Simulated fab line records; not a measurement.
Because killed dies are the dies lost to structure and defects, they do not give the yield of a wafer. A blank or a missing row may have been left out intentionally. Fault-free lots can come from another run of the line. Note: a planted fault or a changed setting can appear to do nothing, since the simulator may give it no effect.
fab line records	flow sky130
record: lots: 11	wafers: 33	last_day: 50
route steps=708 shown LDD_N@244 LDD_HVP@285 SPACER@304 POLY_CUT@315
lots with no fault: from the same line, run without faults
start_h: hours from the record's first day to the start of the lot's first wafer shown	wait_h: hours elapsed since this lot's preceding step	" identical to the entry in the row above	L1.1+2: one row covering several wafers at once	- no value, or no start was given	* or withheld: withheld	< > ~ a bound
route shown NAME@n: names a module that has steps shown in the file, with the first one's number in the route	usual: mean/standard deviation of fault-free wafers	same: alike in all rows	chamber/n: place in a boat	sites: per-site readings	_std_site: standard deviation of those values	_edge_site: the outer-site mean with the inner-site mean subtracted	radius_mm: for every site, how far away it sits from the centre of the wafer	mask NAME#n: copy n	behind: the tool/chamber that last shaped the wafer	hold: reason for holding the lot/hours on hold/outcome of the hold	device: transistor that didn't switch, given as n, p or np	end of line: at the end of the route, the tests of the same wafers	step lacking rows: just its recipe	killed: the dies lost at the first sort to structure and to defects; this is not the yield of the wafer	map: the dies of a wafer, with x for killed, . for not killed, _ for no die there
set.NAME: the setting that was run; set.NAME@STEP: the one run at that earlier step	model.NAME: the simulator's own value behind a step, which no gauge read
steps of the route over a sample of lots; a table a step, a row a wafer
services: the hour from which a tool's chamber was out of use, counted from the record's first day as start_h (under 0 if before that day), plus the number of hours and why
== steps ==
step: SKY_LDD_N_OVL_MEAS_07
usual: LDD_N_OVL: -0.5/1.5
lot.wafer	tool	chamber	start_h	wait_h	LDD_N_OVL[nm]
L398.2	overlay-01	-	392.91	0.1	0.2
L398.4	"	-	"	"	-1.6
L398.5	"	-	"	"	-1.6
L399.1	overlay-01	-	407.10	0.1	-1.5
L399.2	"	-	"	"	-0.6
L399.3	"	-	"	"	-1.2
L400.1	overlay-01	-	417.71	0.1	-0.6
L400.5	"	-	"	"	1.2
L400.6	"	-	"	"	1.4
L402.3	overlay-01	-	437.91	0.1	-3.6
L402.5	"	-	"	"	-3.5
L402.6	"	-	"	"	-3.7
L412.2	overlay-02	-	529.21	0.1	0.1
L412.3	"	-	"	"	-0.2
L412.5	"	-	"	"	0.2
L414.1	overlay-01	-	539.36	0.1	-3.2
L414.2	"	-	"	"	-2.9
L414.5	"	-	"	"	-2.0
L415.2	overlay-02	-	557.41	0.1	1.6
L415.4	"	-	"	"	2.6
L415.5	"	-	"	"	1.9
L416.3	overlay-01	-	579.96	0.1	-2.1
L416.4	"	-	"	"	-0.8
L416.5	"	-	"	"	-1.7
L417.1	overlay-01	-	581.31	0.1	-1.7
L417.4	"	-	"	"	-2.3
L417.5	"	-	"	"	-1.5
L419.1	overlay-02	-	590.26	0.1	-2.5
L419.2	"	-	"	"	-1.8
L419.3	"	-	"	"	-0.9
L420.2	overlay-02	-	596.41	0.1	1.5
L420.3	"	-	"	"	0.2
L420.4	"	-	"	"	-0.9
step: SKY_LDD_HVP_OVL_MEAS_07
usual: LDD_HVP_OVL: 1.0/1.4
lot.wafer	tool	chamber	start_h	wait_h	LDD_HVP_OVL[nm]
L398.2	overlay-02	-	486.31	0.1	0.8
L398.4	"	-	"	"	1.7
L398.5	"	-	"	"	0.6
L399.1	overlay-01	-	499.15	0.1	-0.1
L399.2	"	-	"	"	1.8
L399.3	"	-	"	"	1.5
L400.1	overlay-01	-	512.15	0.1	1.4
L400.5	"	-	"	"	1.6
L400.6	"	-	"	"	1.3
L402.3	overlay-02	-	531.27	0.1	2.0
L402.5	"	-	"	"	1.6
L402.6	"	-	"	"	3.0
L412.2	overlay-02	-	618.76	0.1	0.2
L412.3	"	-	"	"	2.6
L412.5	"	-	"	"	0.6
L414.1	overlay-01	-	629.56	0.1	-0.2
L414.2	"	-	"	"	0.3
L414.5	"	-	"	"	1.7
L415.2	overlay-02	-	646.06	0.1	3.0
L415.4	"	-	"	"	2.7
L415.5	"	-	"	"	1.9
L416.3	overlay-02	-	667.31	0.1	1.7
L416.4	"	-	"	"	1.7
L416.5	"	-	"	"	2.4
L417.1	overlay-02	-	668.85	0.1	2.1
L417.4	"	-	"	"	4.9
L417.5	"	-	"	"	4.5
L419.1	overlay-01	-	677.76	0.1	1.2
L419.2	"	-	"	"	0.2
L419.3	"	-	"	"	1.1
L420.2	overlay-01	-	683.86	0.1	0.9
L420.3	"	-	"	"	2.1
L420.4	"	-	"	"	1.1
step: SKY_SPACER_CVD_00
recipe: material: Si3N4	precursor: DCS/NH3	target_thk_nm: 43.1	temp_c: 770	time_s: 740	pressure_mtorr: 250
usual: spike_tc_centre_C: 771.8/1.4	spike_tc_lower_C: 770.3/0.9	spike_tc_top_C: 784.6/1.6	spike_tc_upper_C: 770.5/1.4
lot.wafer	tool	chamber	start_h	wait_h	spike_tc_centre_C	spike_tc_lower_C	spike_tc_top_C	spike_tc_upper_C
L398.2	lpcvd-02	0	519.88	2.3	770.2	768.2	783.7	771.8
L398.4	"	0	"	"	770.3	770.2	783.6	772.1
L398.5	"	0	"	"	770.9	771.0	784.0	771.3
L399.1	lpcvd-02	1	530.95	0.0	771.6	771.3	784.4	769.9
L399.2	"	1	"	"	773.0	770.3	785.0	770.5
L399.3	"	1	"	"	771.3	771.1	784.7	771.4
L400.1	lpcvd-02	1	544.66	1.7	763.5	762.9	779.5	764.0
L400.5	"	1	"	"	765.8	764.5	778.5	763.6
L400.6	"	1	"	"	765.7	762.2	781.7	761.2
L402.3	lpcvd-02	1	563.23	1.1	767.1	763.7	778.8	763.6
L402.5	"	1	"	"	765.1	763.3	780.7	764.5
L402.6	"	1	"	"	765.0	763.2	778.5	763.0
L412.2	lpcvd-02	1	649.73	1.0	774.5	769.6	784.2	768.9
L412.3	"	1	"	"	773.1	770.8	784.4	769.3
L412.5	"	1	"	"	773.3	769.7	784.8	771.6
L414.1	lpcvd-02	0	659.27	0.4	770.6	770.2	783.8	772.5
L414.2	"	0	"	"	769.7	768.9	782.0	770.9
L414.5	"	0	"	"	770.9	769.9	782.2	773.3
L415.2	lpcvd-02	1	675.61	0.0	771.2	771.9	785.2	769.2
L415.4	"	1	"	"	774.1	769.7	784.9	771.0
L415.5	"	1	"	"	772.0	770.4	785.3	769.1
L416.3	lpcvd-02	1	696.45	0.0	771.6	770.0	786.2	770.7
L416.4	"	1	"	"	772.1	768.9	787.0	768.5
L416.5	"	1	"	"	774.6	769.4	786.9	770.2
L417.1	lpcvd-02	0	699.01	1.0	772.2	770.4	782.7	771.2
L417.4	"	0	"	"	769.6	769.8	783.6	770.7
L417.5	"	0	"	"	770.3	770.3	783.5	772.8
L419.1	lpcvd-02	1	706.65	0.0	772.6	771.0	786.7	769.6
L419.2	"	1	"	"	771.4	769.7	787.5	770.3
L419.3	"	1	"	"	773.6	770.5	786.1	768.8
L420.2	lpcvd-02	0	714.55	1.6	769.8	769.4	783.0	772.5
L420.3	"	0	"	"	770.7	771.4	784.2	770.0
L420.4	"	0	"	"	770.2	770.6	781.5	770.2
step: SKY_SPACER_THK_MEAS_01
recipe: reads: Si3N4_of_SPACER_CVD_00
usual: SPACER_CVD_00_THK: 43.1/0.42
lot.wafer	tool	chamber	start_h	wait_h	SPACER_CVD_00_THK[nm]
L398.2	film_metro-01	-	521.70	0.0	43.4
L398.4	"	-	"	"	43.4
L398.5	"	-	"	"	43.7
L399.1	film_metro-02	-	532.76	0.0	42.1
L399.2	"	-	"	"	42.8
L399.3	"	-	"	"	42.5
L400.1	film_metro-04	-	546.46	0.0	37.3
L400.5	"	-	"	"	37.5
L400.6	"	-	"	"	37.4
L402.3	film_metro-04	-	565.06	0.0	38.4
L402.5	"	-	"	"	38.1
L402.6	"	-	"	"	38.1
L412.2	film_metro-04	-	650.94	0.0	43.4
L412.3	"	-	"	"	43.0
L412.5	"	-	"	"	43.2
L414.1	film_metro-01	-	660.48	0.0	43.5
L414.2	"	-	"	"	43.4
L414.5	"	-	"	"	43.7
L415.2	film_metro-01	-	676.82	0.0	43.1
L415.4	"	-	"	"	43.3
L415.5	"	-	"	"	43.3
L416.3	film_metro-04	-	697.68	0.0	43.2
L416.4	"	-	"	"	43.3
L416.5	"	-	"	"	42.9
L417.1	film_metro-02	-	700.22	0.0	43.0
L417.4	"	-	"	"	43.1
L417.5	"	-	"	"	43.0
L419.1	film_metro-04	-	708.46	0.0	42.7
L419.2	"	-	"	"	42.7
L419.3	"	-	"	"	43.1
L420.2	film_metro-04	-	715.76	0.0	43.5
L420.3	"	-	"	"	43.1
L420.4	"	-	"	"	43.2
step: SKY_SPACER_ETCHBACK_02
recipe: chemistry: CH3F/O2	target: Si3N4	stop_on: SiO2	source_w: 400	bias_w: 80	pressure_mtorr: 25	ch3f_flow_sccm: 40	O2_flow_sccm: 30	time_s: 46.7	target_depth_a: 450
usual: drypump_motor_current_A: 5.7/0.44	oes_product_au: 0.855/0.0065	throttle_valve_pct: 10.562/0.0092
lot.wafer	tool	chamber	start_h	wait_h	drypump_motor_current_A	oes_product_au	rf_hours_counter_h	throttle_valve_pct
L398.2	rie_diel-02	2	521.75	0.0	5.5	0.869	14	10.560
L398.4	"	2	"	"	5.5	0.859	-	10.583
L398.5	"	0	"	"	5.2	0.859	-	10.567
L399.1	rie_diel-02	2	532.82	0.1	5.5	0.845	14	10.547
L399.2	"	0	"	"	5.2	0.859	11	10.569
L399.3	"	1	"	"	5.7	0.849	8	10.562
L400.1	rie_diel-02	2	546.52	0.1	5.5	0.788	14	10.565
L400.5	"	0	"	"	5.2	0.791	-	10.548
L400.6	"	3	"	"	6.2	0.787	-	10.538
L402.3	rie_diel-04	0	565.10	0.0	6.2	0.799	7	10.545
L402.5	"	0	"	"	6.2	0.797	-	10.549
L402.6	"	1	"	"	5.2	0.791	-	10.555
L412.2	rie_diel-02	3	650.99	0.0	6.3	0.861	2	10.560
L412.3	"	2	"	"	5.5	0.862	16	10.565
L412.5	"	2	"	"	5.5	0.841	-	10.562
L414.1	rie_diel-02	0	660.54	0.1	5.2	0.860	13	10.574
L414.2	"	2	"	"	5.5	0.854	16	10.563
L414.5	"	3	"	"	6.2	0.859	-	10.544
L415.2	rie_diel-01	3	676.87	0.0	5.3	0.861	2	10.553
L415.4	"	1	"	"	6.6	0.867	2	10.591
L415.5	"	3	"	"	5.2	0.862	-	10.575
L416.3	rie_diel-01	2	697.72	0.0	5.2	0.853	24	10.560
L416.4	"	3	"	"	5.3	0.853	2	10.580
L416.5	"	0	"	"	5.9	0.851	-	10.552
L417.1	rie_diel-01	1	700.28	0.1	6.6	0.857	2	10.569
L417.4	"	2	"	"	5.1	0.851	24	10.551
L417.5	"	1	"	"	6.6	0.850	-	10.566
L419.1	rie_diel-01	1	708.52	0.1	6.6	0.853	2	10.561
L419.2	"	3	"	"	5.3	0.848	2	10.557
L419.3	"	2	"	"	5.2	0.850	24	10.575
L420.2	rie_diel-02	0	715.81	0.0	5.2	0.852	15	10.562
L420.3	"	2	"	"	5.5	0.850	17	10.570
L420.4	"	3	"	"	6.2	0.851	3	10.559
step: SKY_POLY_CUT_CD_MEAS_08
recipe: target_cd_nm: 270
usual: cd_nm: 270.2/1.5
lot.wafer	tool	chamber	start_h	wait_h	cd_nm
L398.2	cd_sem-02	-	552.22	-	271.2
L398.4	"	-	"	"	270.5
L398.5	"	-	"	"	270.3
L399.1	cd_sem-02	-	562.31	-	271.5
L399.2	"	-	"	"	271.5
L399.3	"	-	"	"	271.7
L400.1	cd_sem-02	-	575.80	-	270.8
L400.5	"	-	"	"	270.5
L400.6	"	-	"	"	271.7
L402.3	cd_sem-01	-	594.94	-	271.4
L402.5	"	-	"	"	273.0
L402.6	"	-	"	"	271.0
L412.2	cd_sem-01	-	679.44	-	271.2
L412.3	"	-	"	"	272.2
L412.5	"	-	"	"	271.3
L414.1	cd_sem-01	-	689.15	-	269.0
L414.2	"	-	"	"	268.5
L414.5	"	-	"	"	269.9
L415.2	cd_sem-02	-	704.72	-	271.3
L415.4	"	-	"	"	271.5
L415.5	"	-	"	"	271.9
L416.3	cd_sem-02	-	725.74	-	270.9
L416.4	"	-	"	"	272.0
L416.5	"	-	"	"	271.0
L417.1	cd_sem-01	-	727.30	-	268.1
L417.4	"	-	"	"	267.6
L417.5	"	-	"	"	269.3
L419.1	cd_sem-02	-	736.45	-	271.0
L419.2	"	-	"	"	271.1
L419.3	"	-	"	"	271.0
L420.2	cd_sem-02	-	743.82	-	267.7
L420.3	"	-	"	"	266.7
L420.4	"	-	"	"	266.5
== services ==
tool	chamber	start_h	hours	kind
rie_diel-01	-	512.20	15.6	pm
rie_diel-02	3	524.75	-	clean
rie_diel-02	3	524.75	19.4	scheduled_down
rie_diel-02	3	524.75	19.4	vent_cycle
rie_diel-02	0	539.46	1.8	repair
rie_diel-01	3	562.81	-	clean
rie_diel-01	3	562.81	14.4	scheduled_down
rie_diel-01	3	562.81	14.4	vent_cycle
rie_diel-01	1	578.00	-	clean
rie_diel-01	1	578.00	19.0	scheduled_down
rie_diel-01	1	578.00	19.0	vent_cycle
rie_diel-02	1	578.20	10.3	repair
rie_diel-01	0	580.36	5.3	repair
rie_diel-04	-	607.64	2.8	pm
rie_diel-01	2	612.84	1.7	repair
lpcvd-02	-	628.56	0.9	repair
rie_diel-04	0	628.92	2.9	repair
rie_diel-04	1	631.78	-	clean
rie_diel-04	1	631.78	12.7	scheduled_down
rie_diel-04	1	631.78	12.7	vent_cycle
rie_diel-02	0	642.07	5.4	repair
== key ==
first_sign: step: SKY_SPACER_CVD_00	reading: spike_tc_lower_C	direction: down	sigmas: 7.7	usual: 770.3	struck: 763.3
effect: step: SKY_SPACER_CVD_00	reading: spike_tc_upper_C	direction: down	sigmas: 5.1	usual: 770.5	struck: 763.3
effect: step: SKY_SPACER_THK_MEAS_01	reading: SPACER_CVD_00_THK	direction: down	sigmas: 13	usual: 43.1	struck: 37.8
effect: step: SKY_SPACER_ETCHBACK_02	reading: oes_product_au	direction: down	sigmas: 9.8	usual: 0.855	struck: 0.792
met_at SKY_SPACER_CVD_00
struck_lots L400,L402
struck_wafers L400.1,L400.5,L400.6,L402.3,L402.5,L402.6
tester_left_out L400,L402
not_acting_at SKY_LDD_N_OVL_MEAS_07,SKY_LDD_HVP_OVL_MEAS_07,SKY_POLY_CUT_CD_MEAS_08
fault: kind: process_parameter_drift	tool: lpcvd-02	chamber: 1	onset_h: 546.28	steps: SKY_SPACER_CVD_00	channel: temp_c	offset: *	shape: step	end_h: 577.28	acts_in: *	stated: *
tester_left_out: of these lots the tester's yield and bins aren't shown, on N5 and GAA mostly nor the transistor test; their killed dies are dies lost to structure and defects alone, not to doping, threshold or leakage, so they don't give the yield
